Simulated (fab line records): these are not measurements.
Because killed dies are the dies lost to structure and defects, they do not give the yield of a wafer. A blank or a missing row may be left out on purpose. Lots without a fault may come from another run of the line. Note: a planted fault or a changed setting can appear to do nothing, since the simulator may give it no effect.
Matching of chambers -- flow gf180mcu -- rie-si-01 running GF_POLY_GATE_ETCH_13: 4 sister chambers
The step etches poly-Si in HBr/Cl2, stops on SiO2, target depth 198.5 nm, time 69.6 s. 4 wafers are shown with their chamber, then 9 later ones without.

EACH WAFER AND ITS CHAMBER
wafer,chamber,drypump-motor-current-A (A)
L418.6,2,5.6
L419.1,0,5.6
L419.3,3,6.2
L419.5,1,6.6

WAFERS WHOSE CHAMBER IS MISSING
wafer,drypump-motor-current-A (A)
L426.2,5.6
L426.4,5.6
L426.5,6.1
L433.2,5.6
L433.4,6.6
L433.6,5.6
L434.2,5.6
L434.5,5.6
L434.6,6.2

WHICH CHAMBER EACH WENT THROUGH
wafer,from the rows above,in truth
L426.2,can't be placed: 0 or 2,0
L426.4,can't be placed: 0 or 2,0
L426.5,3,3
L433.2,can't be placed: 0 or 2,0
L433.4,1,1
L433.6,can't be placed: 0 or 2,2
L434.2,can't be placed: 0 or 2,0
L434.5,can't be placed: 0 or 2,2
L434.6,3,3
Placed correctly: 3 of 9. Cannot be placed on the basis of these rows: 6; the candidates contain the true chamber in 6. Placed wrongly: 0.
How it was worked out, from the rows above alone: a wafer's distance from a chamber is the root of the sum, over the readings, of the square of ((its reading less the chamber's mean) divided by the reading's scatter). The wafer belongs to the nearest chamber; if the next one is less than 2 further off, it can't be placed. For every chamber, the mean is computed from those of its wafers that are shown. The scatter: with one shown wafer a chamber, the root of the mean of the squares of how far each hidden wafer lies from its nearest shown one.
